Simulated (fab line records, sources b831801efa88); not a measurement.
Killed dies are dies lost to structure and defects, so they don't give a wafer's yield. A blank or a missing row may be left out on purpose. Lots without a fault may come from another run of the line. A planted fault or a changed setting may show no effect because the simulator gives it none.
A struck lot beside a sound one | flow sky130 | 32 steps out of a route of 708
Sound: wafers L162.2, L162.3, L162.6. Struck: wafer L173.1. (L173.2, L173.6 of the same lot were not struck and are left out.) The cause comes at the end.
At each step with rows: each side's tool, then ch and its chambers, then its first start. Under that, the readings that differ: sound wafers | struck wafers | difference of the means | sigmas: that difference in standard deviations of wafers without a fault.
alike: readings whose means differ by less than 2 such deviations, and words and numbers that are the same on both sides. not compared: withheld readings, readings that some wafer has no value for, bounds like >300 that may hide the same value, and numbers for which the record gives no deviation and whose values overlap.
The two part at a step that has a row with sigmas, a row that says differs or no value, or rows on one side only. Numbers that don't overlap but have no deviation are shown without sigmas and don't part them. A reading that every wafer of one side lacks parts them only if that side has two wafers or more.

first, 4 steps without rows for these wafers: SKY_LOCAL_INTERCONNECT_SOFTBAKE_07 (time 90 s); SKY_LOCAL_INTERCONNECT_EXPOSE_08 (exposes mask LI1M, target cd 170 nm); SKY_LOCAL_INTERCONNECT_PEB_09; SKY_LOCAL_INTERCONNECT_DEVELOP_10 (develop time 60 s).
SKY_LOCAL_INTERCONNECT_CD_MEAS_11: target cd 170 nm.
  sound on cd_sem-01, day 30 04:50; struck on cd_sem-02, day 34 05:28
  alike: cd_nm
SKY_LOCAL_INTERCONNECT_OVL_MEAS_12:
  sound on overlay-02, day 30 04:57; struck on overlay-02, day 34 05:35
  alike: LOCAL_INTERCONNECT_OVL
SKY_LOCAL_INTERCONNECT_ETCH_13: etches BARC in N2/H2, stops on SiO2, time 45.9 s, target depth 60 nm.
  sound on rie_metal-01 ch 0,1, day 30 04:59; struck on rie_metal-02 ch 1, day 34 05:37
  reading             | sound             | struck | difference | sigmas
  n2_flow_sccm (sccm) | 100.7 100.4 100.7 | 99.9   | -0.7       | -2
  alike: drypump_motor_current_A, oes_product_au, throttle_valve_pct
  not compared: rf_hours_counter_h
SKY_LOCAL_INTERCONNECT_METAL_ETCH_14: etches TiN in Cl2/BCl3, stops on PSG, target depth 110 nm, time 31.4 s.
  sound on rie_metal-01 ch 0,1, day 30 05:02; struck on rie_metal-02 ch 1, day 34 05:41
  alike: drypump_motor_current_A, oes_product_au, throttle_valve_pct
  not compared: rf_hours_counter_h
then, 4 steps without rows for these wafers: SKY_LOCAL_INTERCONNECT_STRIP_15 (strips in O2/N2); SKY_LOCAL_INTERCONNECT_STRIP_16 (strips in post etch residue remover, time 1200 s); SKY_LOCAL_INTERCONNECT_CLEAN_17 (cleans in IPA, time 180 s); SKY_LOCAL_INTERCONNECT_CLEAN_18 (cleans in O3/DIW).
SKY_CONTACT_CVD_00: deposits Si3N4, target thk 75 nm.
  sound on pecvd-01 ch 0,1, day 30 05:41; struck on pecvd-02 ch 1, day 34 06:20
  reading                                   | sound            | struck | difference | sigmas
  model.Si3N4_of_CONTACT_CVD_00.thk_nm (nm) | 74.68 73.97 75.4 | 60.49  | -14.19     |
  alike: heater_power_w
SKY_CONTACT_THK_MEAS_01:
  sound on film_metro-03, day 30 05:44; struck on film_metro-01, day 34 06:22
  reading                 | sound          | struck | difference | sigmas
  CONTACT_CVD_00_THK (nm) | 74.7 74.0 75.4 | 60.5   | -14.2      | -16
then, 1 step without rows for these wafers: SKY_CONTACT_HDPCVD_02 (deposits SiO2, target thk 565 nm, time 94.2 s).
SKY_CONTACT_THK_MEAS_03:
  sound on film_metro-01, day 30 05:53; struck on film_metro-03, day 34 06:29
  alike: CONTACT_HDPCVD_THK
then, 1 step without rows for these wafers: SKY_CONTACT_CMP_04 (polishes SiO2).
SKY_CONTACT_BOW_MEAS_05:
  sound on film_metro-03, day 30 06:16; struck on film_metro-01, day 34 06:51
  alike: CONTACT_BOW
then, 8 steps without rows for these wafers: SKY_CONTACT_DEHYDRATE_06 (time 60 s); SKY_CONTACT_HMDS_07 (prime time 60 s); SKY_CONTACT_COAT_08 (resist thk 60 nm); SKY_CONTACT_COAT_09 (resist thk 450 nm); SKY_CONTACT_SOFTBAKE_10 (time 90 s); SKY_CONTACT_EXPOSE_11 (exposes mask CTM1, target cd 170 nm); SKY_CONTACT_PEB_12; SKY_CONTACT_DEVELOP_13 (develop time 60 s).
SKY_CONTACT_CD_MEAS_14: target cd 170 nm.
  sound on cd_sem-01, day 31 10:18; struck on cd_sem-02, day 35 09:13
  alike: cd_nm
SKY_CONTACT_OVL_MEAS_15:
  sound on overlay-02, day 31 10:25; struck on overlay-02, day 35 09:20
  alike: CONTACT_OVL
SKY_CONTACT_ETCH_16: etches BARC in N2/H2, stops on SiO2, time 45.9 s, target depth 60 nm.
  sound on rie_diel-03 ch 2,3, day 31 10:26; struck on rie_diel-02 ch 0, day 35 09:23
  reading                     | sound       | struck | difference | sigmas
  drypump_motor_current_A (A) | 5.6 6.2 6.2 | 5.1    | -0.9       | -2
  alike: n2_flow_sccm, oes_product_au, throttle_valve_pct
  not compared: rf_hours_counter_h
SKY_CONTACT_ETCH_17: etches SiO2 in C4F8/O2/Ar, stops on Si3N4, target depth 340 nm.
  sound on rie_diel-03 ch 2,3, day 31 10:29; struck on rie_diel-02 ch 0, day 35 09:25
  alike: oes_product_au
SKY_CONTACT_ETCH_18: etches Si3N4 in CHF3/O2, stops on TiN, time 39 s, target depth 75 nm.
  sound on rie_diel-03 ch 2,3; struck on rie_diel-02 ch 0
  reading                     | sound             | struck | difference | sigmas
  drypump_motor_current_A (A) | 5.6 6.2 6.3       | 5.1    | -0.9       | -2
  oes_product_au (a.u.)       | 0.853 0.853 0.861 | 0.758  | -0.098     | -13
  model.etch.depth_nm (nm)    | 74.68 73.97 75.4  | 60.49  | -14.19     |
  alike: throttle_valve_pct
  not compared: rf_hours_counter_h
SKY_CONTACT_STRIP_19: strips in O2/N2.
  sound on plasma_asher-01 ch 0,1, day 31 10:34; struck on plasma_asher-02 ch 1, day 35 09:31
  alike: drypump_motor_current_A, n2_flow_sccm, oes_product_au, strip_time_to_endpoint_s
  not compared: rf_hours_counter_h

WHERE THEY PART
First at SKY_LOCAL_INTERCONNECT_ETCH_13; last, within this record, at SKY_CONTACT_ETCH_18. Later steps at which nothing parts them and some readings are alike: SKY_CONTACT_STRIP_19.

WHY: what the simulator had put in
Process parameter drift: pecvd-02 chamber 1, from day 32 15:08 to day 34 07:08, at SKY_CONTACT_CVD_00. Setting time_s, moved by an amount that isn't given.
